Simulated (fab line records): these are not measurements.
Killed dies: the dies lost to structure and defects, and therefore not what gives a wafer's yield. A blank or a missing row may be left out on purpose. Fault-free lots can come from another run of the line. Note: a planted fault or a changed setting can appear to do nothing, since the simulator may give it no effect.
fab line records	flow sky130
record: lots: 11	wafers: 33	lastDay: 50
route steps=708 shown LI_CONTACT@375 LOCAL_INTERCONNECT@398 PAD_OPEN@708
lots with no fault: from the same line, run without faults
startH: hours from the record's opening day to when the first of the lot's shown wafers began	waitH: time in hours since the lot's previous step	" as in the row above	L1.1+2: several wafers, shown together as one row	- no value, or no start given	* or withheld: withheld	< > ~ a bound
route shown NAME@n: NAME is a module with steps in the file, n the number in the route of the first one	usual: mean/standard deviation taken from wafers without a fault	same: alike in all rows	chamber/n: place in a boat	sites: the reading at each site	_std_site: the standard deviation of these	_edge_site: mean of outer sites minus mean of inner sites	radiusMm: for every site, how far away it sits from the centre of the wafer	mask NAME#n: copy n	behind: the last tool/chamber to shape the wafer	hold: reason for holding the lot/hours on hold/outcome of the hold	device: transistor that didn't switch, given as n, p or np	end of line: at the end of the route, the tests of the same wafers	step lacking rows: just its recipe	killed: dies lost to structure and defects at the first sort, not the wafer's yield	map: the dies of a wafer, with x for killed, . for not killed, _ for no die there
set.NAME: the setting that was run; set.NAME@STEP: the one run at that earlier step	model.NAME: the simulator's own value behind a step, which no gauge read
steps of the route over a sample of lots; a table a step, a row a wafer
services: when a tool's chamber went out of use (startH, in hours from the record's first day, below 0 if earlier), for how many hours, and the reason
== steps ==
step: SKY_LI_CONTACT_OVL_MEAS_13
usual: LI_CONTACT_OVL: -2/5.1
lot.wafer	tool	chamber	startH	waitH	LI_CONTACT_OVL[nm]
L268.1	overlay-01	-	708.15	0.1	-2
L268.3	"	-	"	"	2
L268.6	"	-	"	"	0
L269.4	overlay-01	-	714.22	0.1	-13
L269.5	"	-	"	"	-1
L269.6	"	-	"	"	-10
L270.2	overlay-01	-	728.36	0.1	4
L270.3	"	-	"	"	-4
L270.4	"	-	"	"	-2
L279.1	overlay-02	-	797.25	0.1	5
L279.2	"	-	"	"	6
L279.4	"	-	"	"	5
L280.2	overlay-01	-	801.34	0.1	-2
L280.3	"	-	"	"	-6
L280.4	"	-	"	"	-5
L281.2	overlay-02	-	804.16	0.1	9
L281.4	"	-	"	"	2
L281.6	"	-	"	"	10
L282.1	overlay-01	-	808.05	0.1	-3
L282.2	"	-	"	"	-3
L282.5	"	-	"	"	-4
L283.1	overlay-01	-	808.70	0.1	-9
L283.5	"	-	"	"	-5
L283.6	"	-	"	"	-6
L285.1	overlay-01	-	829.80	0.1	6
L285.3	"	-	"	"	3
L285.6	"	-	"	"	2
L288.2	overlay-01	-	841.69	0.1	4
L288.3	"	-	"	"	-8
L288.5	"	-	"	"	-6
L289.1	overlay-02	-	860.72	0.1	-4
L289.4	"	-	"	"	-1
L289.5	"	-	"	"	-1
step: SKY_LI_CONTACT_ETCH_15
recipe: target: PSG	chemistry: C4F8/O2/Ar	stopOn: Si	taperDeg: 4.15	maskMaterial: KrF-thick	sourceW: 1500	biasW: 1200	pressureMtorr: 40	c4f8FlowSccm: withheld	O2_flow_sccm: 6	Ar_flow_sccm: 300	timeS: withheld	targetDepthA: 6000
usual: oesProductAu: 0.837/0.0045
lot.wafer	tool	chamber	startH	waitH	oesProductAu
L268.1	rieDiel-01	3	708.23	0.0	0.838
L268.3	"	1	"	"	0.839
L268.6	"	3	"	"	0.835
L269.4	rieDiel-04	2	714.28	0.0	0.838
L269.5	"	1	"	"	0.830
L269.6	"	0	"	"	0.840
L270.2	rieDiel-04	0	728.43	0.0	0.833
L270.3	"	3	"	"	0.845
L270.4	"	1	"	"	0.841
L279.1	rieDiel-01	2	797.33	0.0	0.832
L279.2	"	1	"	"	0.845
L279.4	"	3	"	"	0.849
L280.2	rieDiel-01	1	801.41	0.0	0.833
L280.3	"	3	"	"	0.834
L280.4	"	2	"	"	0.836
L281.2	rieDiel-04	2	804.23	0.0	0.833
L281.4	"	3	"	"	0.835
L281.6	"	1	"	"	0.838
L282.1	rieDiel-01	1	808.13	0.0	0.836
L282.2	"	2	"	"	0.844
L282.5	"	1	"	"	0.828
L283.1	rieDiel-03	3	808.78	0.0	0.832
L283.5	"	2	"	"	0.832
L283.6	"	3	"	"	0.833
L285.1	rieDiel-01	0	829.88	0.0	0.834
L285.3	"	3	"	"	0.835
L285.6	"	0	"	"	0.834
L288.2	rieDiel-04	3	841.76	0.0	0.840
L288.3	"	2	"	"	0.836
L288.5	"	1	"	"	0.838
L289.1	rieDiel-01	1	860.79	0.0	0.840
L289.4	"	0	"	"	0.833
L289.5	"	2	"	"	0.834
step: SKY_LI_CONTACT_CVD_21
recipe: material: W	targetThkNm: 400	timeS: 120.56	tempC: 400	pressureTorr: 40
usual: heaterPowerW: 825/52
lot.wafer	tool	chamber	startH	waitH	heaterPowerW
L268.1	cvdW-01	0	708.75	0.0	802
L268.3	"	0	"	"	806
L268.6	"	0	"	"	808
L269.4	cvdW-01	1	714.84	0.1	885
L269.5	"	1	"	"	883
L269.6	"	0	"	"	814
L270.2	cvdW-01	1	728.95	0.0	909
L270.3	"	0	"	"	808
L270.4	"	1	"	"	888
L279.1	cvdW-01	0	797.85	0.0	819
L279.2	"	1	"	"	874
L279.4	"	0	"	"	799
L280.2	cvdW-01	0	801.93	0.0	793
L280.3	"	0	"	"	811
L280.4	"	1	"	"	884
L281.2	cvdW-01	0	804.75	0.0	813
L281.4	"	0	"	"	796
L281.6	"	1	"	"	874
L282.1	cvdW-02	1	808.65	0.0	751
L282.2	"	0	"	"	814
L282.5	"	1	"	"	757
L283.1	cvdW-01	1	809.30	0.0	872
L283.5	"	1	"	"	874
L283.6	"	0	"	"	826
L285.1	cvdW-01	0	830.40	0.0	816
L285.3	"	1	"	"	886
L285.6	"	1	"	"	886
L288.2	cvdW-02	1	842.33	0.1	751
L288.3	"	1	"	"	746
L288.5	"	1	"	"	749
L289.1	cvdW-01	0	861.31	0.0	825
L289.4	"	0	"	"	794
L289.5	"	0	"	"	818
step: SKY_LI_CONTACT_RS_MEAS_22
recipe: thkMeasGauge: four-point-probe	reads: W_of_LI_CONTACT_CVD_21+TiN_of_LI_CONTACT_SPUTTER_20+Ti_of_LI_CONTACT_SPUTTER_19
usual: LI_CONTACT_W_RS: 0.283/0.0063
lot.wafer	tool	chamber	startH	waitH	LI_CONTACT_W_RS[ohm/sq]
L268.1	filmMetro-02	-	708.87	0.1	0.289
L268.3	"	-	"	"	0.287
L268.6	"	-	"	"	0.286
L269.4	filmMetro-01	-	714.98	0.1	0.273
L269.5	"	-	"	"	0.471
L269.6	"	-	"	"	0.283
L270.2	filmMetro-02	-	729.09	0.1	0.468
L270.3	"	-	"	"	0.284
L270.4	"	-	"	"	0.273
L279.1	filmMetro-04	-	797.97	0.1	0.289
L279.2	"	-	"	"	0.277
L279.4	"	-	"	"	0.287
L280.2	filmMetro-04	-	802.07	0.1	0.286
L280.3	"	-	"	"	0.288
L280.4	"	-	"	"	0.276
L281.2	filmMetro-04	-	804.89	0.1	0.286
L281.4	"	-	"	"	0.288
L281.6	"	-	"	"	0.278
L282.1	filmMetro-01	-	808.77	0.1	0.289
L282.2	"	-	"	"	0.284
L282.5	"	-	"	"	0.283
L283.1	filmMetro-02	-	809.42	0.1	0.274
L283.5	"	-	"	"	0.274
L283.6	"	-	"	"	0.287
L285.1	filmMetro-01	-	830.52	0.1	0.292
L285.3	"	-	"	"	0.281
L285.6	"	-	"	"	0.280
L288.2	filmMetro-01	-	842.56	0.2	0.286
L288.3	"	-	"	"	0.289
L288.5	"	-	"	"	0.288
L289.1	filmMetro-02	-	861.56	0.2	0.287
L289.4	"	-	"	"	0.288
L289.5	"	-	"	"	0.291
step: SKY_LI_CONTACT_THK_MEAS_23
recipe: thkMeasGauge: xrf	reads: W_of_LI_CONTACT_CVD_21
usual: LI_CONTACT_W_THK: 411/12
lot.wafer	tool	chamber	startH	waitH	LI_CONTACT_W_THK[nm]
L268.1	filmMetro-02	-	708.99	0.1	399
L268.3	"	-	"	"	400
L268.6	"	-	"	"	404
L269.4	filmMetro-01	-	715.07	0.1	427
L269.5	"	-	"	"	247
L269.6	"	-	"	"	411
L270.2	filmMetro-02	-	729.20	0.1	249
L270.3	"	-	"	"	410
L270.4	"	-	"	"	428
L279.1	filmMetro-04	-	798.09	0.1	405
L279.2	"	-	"	"	421
L279.4	"	-	"	"	409
L280.2	filmMetro-04	-	802.18	0.1	410
L280.3	"	-	"	"	406
L280.4	"	-	"	"	425
L281.2	filmMetro-04	-	805.00	0.1	406
L281.4	"	-	"	"	408
L281.6	"	-	"	"	423
L282.1	filmMetro-01	-	808.89	0.1	407
L282.2	"	-	"	"	408
L282.5	"	-	"	"	412
L283.1	filmMetro-02	-	809.54	0.1	413
L283.5	"	-	"	"	413
L283.6	"	-	"	"	396
L285.1	filmMetro-01	-	830.64	0.1	394
L285.3	"	-	"	"	410
L285.6	"	-	"	"	415
L288.2	filmMetro-01	-	842.67	0.1	407
L288.3	"	-	"	"	402
L288.5	"	-	"	"	402
L289.1	filmMetro-02	-	861.68	0.1	395
L289.4	"	-	"	"	395
L289.5	"	-	"	"	390
step: SKY_LI_CONTACT_CMP_24
recipe: stopOn: PSG	tOverpolishS: 20	downForcePsi: 3.5	platenRpm: 60	targetThkNm: 0	padVelocityMS: 0.94248
usual: motorCurrentA: 10.9/1.2	timeToEndpointS: 97/3.9
lot.wafer	tool	chamber	startH	waitH	motorCurrentA	timeToEndpointS
L268.1	cmp-01	1	709.10	0.1	11.5	90
L268.3	"	2	"	"	8.4	91
L268.6	"	1	"	"	11.7	92
L269.4	cmp-02	2	715.15	0.1	12.2	98
L269.5	"	1	"	"	11.0	60
L269.6	"	2	"	"	11.3	99
L270.2	cmp-01	0	729.30	0.1	11.3	55
L270.4	"	1	"	"	11.7	94
L270.3	"	2	"	"	8.2	92
L279.4	cmp-01	3	798.15	0.0	11.3	101
L279.2	"	0	"	"	11.1	101
L279.1	"	2	"	"	8.5	93
L280.4	cmp-01	2	802.23	0.0	8.3	100
L280.2	"	3	"	"	11.1	98
L280.3	"	0	"	"	11.8	96
L281.2	cmp-02	0	805.10	0.1	11.1	96
L281.4	"	1	"	"	11.9	92
L281.6	"	3	"	"	10.5	99
L282.2	cmp-02	2	809.05	0.1	12.1	92
L282.1	"	3	"	"	10.3	91
L282.5	"	1	"	"	11.5	94
L283.1	cmp-01	0	809.75	0.2	11.4	105
L283.5	"	1	"	"	11.8	100
L283.6	"	2	"	"	8.8	98
L285.1	cmp-02	3	830.70	0.1	11.0	90
L285.3	"	1	"	"	10.8	99
L285.6	"	3	"	"	10.1	97
L288.3	cmp-02	1	842.72	0.0	11.2	99
L288.2	"	0	"	"	11.1	101
L288.5	"	1	"	"	11.0	102
L289.4	cmp-02	0	861.74	0.0	11.9	99
L289.1	"	3	"	"	10.2	98
L289.5	"	0	"	"	11.7	95
step: SKY_LOCAL_INTERCONNECT_CD_MEAS_11
recipe: targetCdNm: 170
usual: cdNm: 169.8/1.7
lot.wafer	tool	chamber	startH	waitH	cdNm
L268.1	cdSem-01	-	736.13	-	171.4
L268.3	"	-	"	"	172.2
L268.6	"	-	"	"	170.2
L269.4	cdSem-01	-	742.89	-	167.8
L269.5	"	-	"	"	167.1
L269.6	"	-	"	"	168.7
L270.2	cdSem-02	-	756.90	-	171.4
L270.3	"	-	"	"	170.3
L270.4	"	-	"	"	170.0
L279.1	cdSem-01	-	825.41	-	171.6
L279.2	"	-	"	"	170.3
L279.4	"	-	"	"	172.1
L280.2	cdSem-02	-	829.13	-	171.0
L280.3	"	-	"	"	170.6
L280.4	"	-	"	"	171.4
L281.2	cdSem-02	-	832.13	-	167.5
L281.4	"	-	"	"	168.3
L281.6	"	-	"	"	166.8
L282.1	cdSem-01	-	836.38	-	166.8
L282.2	"	-	"	"	166.9
L282.5	"	-	"	"	166.7
L283.1	cdSem-02	-	836.46	-	168.3
L283.5	"	-	"	"	168.3
L283.6	"	-	"	"	168.5
L285.1	cdSem-01	-	858.26	-	169.8
L285.3	"	-	"	"	171.0
L285.6	"	-	"	"	170.4
L288.2	cdSem-02	-	869.53	-	168.0
L288.3	"	-	"	"	169.0
L288.5	"	-	"	"	169.1
L289.1	cdSem-01	-	887.63	-	170.8
L289.4	"	-	"	"	171.1
L289.5	"	-	"	"	170.2
step: SKY_PAD_OPEN_PROBE_99
usual: killed_at_M0_to_M3: 43/7.4	killed_at_M4_up: 3.3/2	killedAtContacts: 24/5.4	killedAtFrontEnd: 16/4.2	killedAtOther: 0.3/0.61	killedDies: 87/9.4	killedOnRim: 17/3.8	killedOpen: 47/7.3	killedShort: 40/6.7
same: grossDies: 492	killedAtBackSide: 0
lot.wafer	tool	chamber	startH	waitH	killed_at_M0_to_M3	killed_at_M4_up	killedAtContacts	killedAtFrontEnd	killedAtOther	killedDies	killedOnRim	killedOpen	killedShort
L268.1	prober-02	-	1099.43	0.1	42	1	26	12	0	81	8	44	37
L268.3	prober-02	-	1099.53	0.2	51	0	15	18	0	84	17	53	31
L268.6	prober-02	-	1099.68	0.2	41	0	19	13	0	73	12	38	35
L269.4	prober-01	-	1104.28	0.2	49	3	28	16	1	97	16	48	47
L269.5	prober-01	-	1104.33	0.2	50	5	27	14	0	96	23	60	32
L269.6	prober-01	-	1104.38	0.2	45	4	36	12	0	97	15	58	36
L270.2	prober-02	-	1113.88	0.1	44	2	17	16	1	80	12	39	41
L270.3	prober-02	-	1113.93	0.2	29	3	33	17	0	82	13	41	40
L270.4	prober-02	-	1113.98	0.2	36	4	29	16	0	85	18	55	30
L279.1	prober-02	-	1165.78	0.1	35	3	29	20	0	87	14	49	37
L279.2	prober-02	-	1165.83	0.1	47	5	20	15	0	87	18	37	50
L279.4	prober-02	-	1165.93	0.2	26	1	19	16	0	62	9	38	24
L280.2	prober-02	-	1167.08	0.1	50	5	22	21	1	99	24	55	43
L280.3	prober-02	-	1167.13	0.2	41	4	23	16	0	84	18	49	33
L280.4	prober-02	-	1167.18	0.2	53	2	18	14	3	90	18	52	34
L281.2	prober-02	-	1169.19	0.1	43	5	31	17	0	96	17	49	45
L281.4	prober-02	-	1169.29	0.2	41	1	25	18	0	85	22	55	30
L281.6	prober-02	-	1169.39	0.2	45	3	31	14	0	93	17	44	49
L283.1	prober-02	-	1172.55	0.1	53	2	26	15	0	96	21	51	45
L283.5	prober-02	-	1172.75	0.2	48	5	26	26	1	106	22	52	54
L283.6	prober-02	-	1172.80	0.2	36	3	21	17	0	77	15	40	37
L282.1	prober-02	-	1175.32	0.1	43	5	19	20	0	87	13	46	41
L282.2	prober-02	-	1175.37	0.1	53	3	26	17	0	99	20	44	55
L282.5	prober-02	-	1175.52	0.2	46	1	27	11	0	85	18	42	42
L285.1	prober-02	-	1187.33	0.1	28	1	26	14	0	69	14	42	26
L285.3	prober-02	-	1187.43	0.2	41	1	23	13	0	78	20	47	31
L285.6	prober-02	-	1187.58	0.2	40	3	28	24	0	95	20	56	37
L288.2	prober-02	-	1193.07	0.1	44	2	18	13	1	78	16	30	48
L288.3	prober-02	-	1193.12	0.2	44	3	20	20	0	87	19	42	45
L288.5	prober-02	-	1193.22	0.2	33	1	29	18	2	83	22	35	48
L289.1	prober-02	-	1204.93	0.1	39	4	16	15	0	74	11	43	30
L289.4	prober-02	-	1205.08	0.2	45	6	17	16	1	85	21	47	37
L289.5	prober-02	-	1205.13	0.2	40	0	21	13	0	74	12	37	37
killed by level:class
L268.1 CONTACT:geometricParticle:open=10 VIA1:geometricParticle:short=9 LI_CONTACT:geometricParticle:open=9 VIA1:geometricParticle:open=8 VIA2:geometricParticle:open=7 METAL2:geometricParticle:short=5 FIELD_ISO:geometricParticle:open=4 METAL3:geometricParticle:short=4
L268.3 VIA1:geometricParticle:open=17 VIA1:geometricParticle:short=10 FIELD_ISO:geometricParticle:open=7 VIA2:geometricParticle:open=7 CONTACT:geometricParticle:open=6 METAL2:geometricParticle:short=5 POLY_GATE:geometricParticle:open=4 VIA3:geometricParticle:open=4
L268.6 CONTACT:geometricParticle:open=13 VIA1:geometricParticle:short=6 METAL2:geometricParticle:short=6 VIA2:geometricParticle:short=6 METAL1:geometricParticle:short=5 VIA1:geometricParticle:open=5 POLY_GATE:geometricParticle:open=4 LI_CONTACT:geometricParticle:open=4
L269.4 METAL1:geometricParticle:short=10 LI_CONTACT:geometricParticle:open=7 CONTACT:geometricParticle:short=7 CONTACT:geometricParticle:open=7 METAL2:geometricParticle:short=7 VIA2:geometricParticle:open=7 VIA3:geometricParticle:open=6 VIA1:geometricParticle:open=5
L269.5 LI_CONTACT:geometricParticle:open=13 VIA1:geometricParticle:open=11 VIA3:geometricParticle:open=8 CONTACT:geometricParticle:open=7 FIELD_ISO:geometricParticle:open=6 METAL2:geometricParticle:short=6 METAL1:geometricParticle:short=6 CONTACT:geometricParticle:short=5
L269.6 LI_CONTACT:geometricParticle:open=14 CONTACT:geometricParticle:open=13 VIA1:geometricParticle:short=8 VIA1:geometricParticle:open=8 CONTACT:geometricParticle:short=6 METAL1:geometricParticle:short=5 VIA2:geometricParticle:open=5 FIELD_ISO:geometricParticle:open=4
L270.2 CONTACT:geometricParticle:open=9 METAL1:geometricParticle:short=8 METAL2:geometricParticle:short=8 VIA3:geometricParticle:open=6 VIA2:geometricParticle:open=5 FIELD_ISO:geometricParticle:short=4 VIA1:geometricParticle:short=4 VIA1:geometricParticle:open=4
L270.3 LI_CONTACT:geometricParticle:open=10 LI_CONTACT:geometricParticle:short=6 METAL2:geometricParticle:short=6 CONTACT:geometricParticle:short=6 CONTACT:geometricParticle:open=6 VIA1:geometricParticle:open=6 FIELD_ISO:geometricParticle:open=4 METAL1:geometricParticle:short=4
L270.4 VIA1:geometricParticle:open=12 CONTACT:geometricParticle:open=11 LI_CONTACT:geometricParticle:open=7 VIA2:geometricParticle:open=7 CONTACT:geometricParticle:short=5 POLY_GATE:geometricParticle:open=4 LI_CONTACT:geometricParticle:short=4 METAL1:geometricParticle:short=4
L279.1 VIA1:geometricParticle:open=10 VIA2:geometricParticle:open=9 CONTACT:geometricParticle:short=9 CONTACT:geometricParticle:open=8 POLY_GATE:geometricParticle:open=5 METAL2:geometricParticle:short=5 FIELD_ISO:geometricParticle:short=4 VIA3:geometricParticle:open=4
L279.2 METAL2:geometricParticle:short=10 CONTACT:geometricParticle:open=9 VIA1:geometricParticle:open=9 CONTACT:geometricParticle:short=6 METAL1:geometricParticle:short=6 VIA1:geometricParticle:short=6 METAL3:geometricParticle:short=5 METAL4:geometricParticle:short=5
L279.4 POLY_GATE:geometricParticle:open=6 LI_CONTACT:geometricParticle:open=6 CONTACT:geometricParticle:open=6 VIA2:geometricParticle:open=6 POLY_GATE:geometricParticle:short=4 VIA1:geometricParticle:open=3 METAL2:geometricParticle:short=3 VIA2:geometricParticle:short=3
L280.2 VIA1:geometricParticle:open=21 CONTACT:geometricParticle:open=9 VIA1:geometricParticle:short=8 FIELD_ISO:geometricParticle:open=7 CONTACT:geometricParticle:short=6 METAL1:geometricParticle:short=6 POLY_GATE:geometricParticle:open=5 FIELD_ISO:geometricParticle:short=4
L280.3 CONTACT:geometricParticle:open=12 VIA1:geometricParticle:open=10 VIA2:geometricParticle:open=7 POLY_GATE:geometricParticle:open=6 FIELD_ISO:geometricParticle:open=5 CONTACT:geometricParticle:short=5 VIA1:geometricParticle:short=5 METAL1:geometricParticle:short=4
L280.4 VIA1:geometricParticle:open=16 METAL1:geometricParticle:short=9 CONTACT:geometricParticle:open=8 VIA2:geometricParticle:open=8 METAL2:geometricParticle:short=6 LI_CONTACT:geometricParticle:open=5 CONTACT:geometricParticle:short=4 FIELD_ISO:geometricParticle:open=3
L281.2 LI_CONTACT:geometricParticle:open=12 CONTACT:geometricParticle:open=8 METAL1:geometricParticle:short=7 VIA1:geometricParticle:open=7 CONTACT:geometricParticle:short=6 VIA2:geometricParticle:open=6 METAL4:geometricParticle:short=5 POLY_GATE:geometricParticle:open=4
L281.4 CONTACT:geometricParticle:open=12 VIA1:geometricParticle:open=10 FIELD_ISO:geometricParticle:open=6 VIA2:geometricParticle:open=6 METAL2:geometricParticle:short=6 LI_CONTACT:geometricParticle:open=5 METAL1:geometricParticle:short=5 FIELD_ISO:geometricParticle:short=3
L281.6 LI_CONTACT:geometricParticle:open=8 METAL2:geometricParticle:short=8 CONTACT:geometricParticle:short=8 VIA1:geometricParticle:open=7 CONTACT:geometricParticle:open=6 VIA1:geometricParticle:short=6 VIA2:geometricParticle:open=6 LI_CONTACT:geometricParticle:short=4
L283.1 VIA1:geometricParticle:open=14 LI_CONTACT:geometricParticle:open=9 CONTACT:geometricParticle:open=8 VIA1:geometricParticle:short=6 METAL2:geometricParticle:short=6 POLY_GATE:geometricParticle:short=5 METAL1:geometricParticle:short=5 VIA2:geometricParticle:open=5
L283.5 VIA1:geometricParticle:open=12 CONTACT:geometricParticle:open=9 FIELD_ISO:geometricParticle:short=8 LI_CONTACT:geometricParticle:open=7 METAL2:geometricParticle:short=7 VIA3:geometricParticle:short=7 POLY_GATE:geometricParticle:short=6 METAL1:geometricParticle:short=6
L283.6 VIA1:geometricParticle:open=10 LI_CONTACT:geometricParticle:open=8 METAL2:geometricParticle:short=7 FIELD_ISO:geometricParticle:short=4 FIELD_ISO:geometricParticle:open=4 CONTACT:geometricParticle:open=4 VIA2:geometricParticle:open=4 CONTACT:geometricParticle:short=4
L282.1 VIA1:geometricParticle:open=9 FIELD_ISO:geometricParticle:short=6 METAL2:geometricParticle:short=6 LOCAL_INTERCONNECT:geometricParticle:short=6 VIA3:geometricParticle:open=6 POLY_GATE:geometricParticle:open=5 CONTACT:geometricParticle:open=5 FIELD_ISO:geometricParticle:open=4
L282.2 CONTACT:geometricParticle:open=10 METAL2:geometricParticle:short=9 VIA2:geometricParticle:open=8 VIA1:geometricParticle:short=8 FIELD_ISO:geometricParticle:short=7 VIA1:geometricParticle:open=7 VIA3:geometricParticle:open=7 LOCAL_INTERCONNECT:geometricParticle:short=6
L282.5 VIA1:geometricParticle:open=11 LI_CONTACT:geometricParticle:open=9 METAL1:geometricParticle:short=7 CONTACT:geometricParticle:open=7 VIA1:geometricParticle:short=6 CONTACT:geometricParticle:short=5 METAL2:geometricParticle:short=5 LOCAL_INTERCONNECT:geometricParticle:short=4
L285.1 CONTACT:geometricParticle:open=12 LI_CONTACT:geometricParticle:open=9 VIA1:geometricParticle:open=9 METAL2:geometricParticle:short=5 FIELD_ISO:geometricParticle:short=4 VIA2:geometricParticle:open=4 POLY_GATE:geometricParticle:short=3 CONTACT:geometricParticle:short=3
L285.3 VIA3:geometricParticle:open=11 VIA1:geometricParticle:open=8 CONTACT:geometricParticle:open=7 VIA2:geometricParticle:open=7 METAL2:geometricParticle:short=7 CONTACT:geometricParticle:short=6 LI_CONTACT:geometricParticle:open=4 FIELD_ISO:geometricParticle:short=3
L285.6 CONTACT:geometricParticle:open=12 FIELD_ISO:geometricParticle:open=10 VIA2:geometricParticle:open=9 LI_CONTACT:geometricParticle:open=6 VIA3:geometricParticle:open=6 VIA1:geometricParticle:open=6 CONTACT:geometricParticle:short=5 VIA2:geometricParticle:short=4
L288.2 METAL1:geometricParticle:short=8 VIA1:geometricParticle:open=7 LI_CONTACT:geometricParticle:open=6 POLY_GATE:geometricParticle:short=5 LOCAL_INTERCONNECT:geometricParticle:short=5 VIA1:geometricParticle:short=5 VIA2:geometricParticle:short=5 CONTACT:geometricParticle:open=4
L288.3 VIA1:geometricParticle:open=10 VIA3:geometricParticle:open=7 METAL2:geometricParticle:short=6 POLY_GATE:geometricParticle:open=6 CONTACT:geometricParticle:short=6 FIELD_ISO:geometricParticle:open=5 LOCAL_INTERCONNECT:geometricParticle:short=5 METAL1:geometricParticle:short=5
L288.5 VIA2:geometricParticle:open=8 CONTACT:geometricParticle:open=8 POLY_GATE:geometricParticle:short=7 LI_CONTACT:geometricParticle:short=7 VIA3:geometricParticle:open=6 FIELD_ISO:geometricParticle:short=5 LI_CONTACT:geometricParticle:open=5 CONTACT:geometricParticle:short=5
L289.1 CONTACT:geometricParticle:open=9 VIA3:geometricParticle:open=8 VIA1:geometricParticle:short=6 METAL1:geometricParticle:short=5 LI_CONTACT:geometricParticle:open=5 METAL2:geometricParticle:short=5 VIA1:geometricParticle:open=5 VIA2:geometricParticle:open=5
L289.4 VIA1:geometricParticle:open=10 VIA2:geometricParticle:open=8 VIA3:geometricParticle:open=6 CONTACT:geometricParticle:open=5 METAL1:geometricParticle:short=5 FIELD_ISO:geometricParticle:open=4 CONTACT:geometricParticle:short=4 LI_CONTACT:geometricParticle:short=4
L289.5 VIA1:geometricParticle:open=11 CONTACT:geometricParticle:open=7 VIA2:geometricParticle:open=7 VIA1:geometricParticle:short=6 METAL3:geometricParticle:short=6 CONTACT:geometricParticle:short=5 METAL1:geometricParticle:short=5 POLY_GATE:geometricParticle:short=4
== services ==
tool	chamber	startH	hours	kind
rieDiel-04	0	695.99	4.1	repair
rieDiel-01	0	738.58	8.0	repair
cmp-02	-	742.85	8.2	pm
cmp-02	-	751.01	4.0	pm
rieDiel-04	1	753.17	22.8	repair
cmp-02	-	754.61	2.1	repair
cmp-02	-	755.01	-	consumableReplace:conditioner
cmp-02	-	755.01	-	consumableReplace:pad
cvdW-01	-	756.63	1.5	repair
rieDiel-04	3	759.73	2.7	repair
cvdW-02	-	768.74	0.3	repair
rieDiel-03	1	771.20	8.7	repair
cmp-02	-	778.20	0.7	repair
rieDiel-04	-	779.22	5.6	repair
cvdW-01	1	783.98	1.3	repair
cvdW-02	1	791.01	1.5	repair
rieDiel-03	0	792.20	9.5	repair
cmp-02	-	794.72	5.2	repair
cvdW-02	1	830.36	3.3	repair
cmp-02	-	831.01	2.0	repair
rieDiel-04	2	832.38	4.2	repair
cvdW-02	0	838.40	8.0	repair
cvdW-01	1	849.63	14.5	repair
rieDiel-03	2	860.96	1.9	repair
== key ==
firstSign: step: SKY_LI_CONTACT_RS_MEAS_22	reading: LI_CONTACT_W_RS	direction: up	sigmas: 30	usual: 0.283	struck: 0.469
effect: step: SKY_LI_CONTACT_THK_MEAS_23	reading: LI_CONTACT_W_THK	direction: down	sigmas: 14	usual: 411	struck: 248
effect: step: SKY_LI_CONTACT_CMP_24	reading: timeToEndpointS	direction: down	sigmas: 9.9	usual: *	struck: *
metAt SKY_LI_CONTACT_CVD_21
struckLots L269,L270
struckWafers L269.5,L270.2
testerLeftOut L269,L270
notActingAt SKY_LI_CONTACT_OVL_MEAS_13,SKY_LI_CONTACT_ETCH_15,SKY_LOCAL_INTERCONNECT_CD_MEAS_11
onsetBetween 708.75 714.84
fault: kind: processParameterDrift	tool: cvdW-01	chamber: -	onsetH: 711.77	steps: SKY_LI_CONTACT_CVD_21	channel: targetThkNm	offset: -166.79	shape: step	endH: 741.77	scope: struckWafersOnly	actsIn: theseRecipesOnly	stated: 400
testerLeftOut: of these lots the tester's yield and bins aren't shown, on N5 and GAA mostly nor the transistor test; their killed dies are dies lost to structure and defects alone, not to doping, threshold or leakage, so they don't give the yield
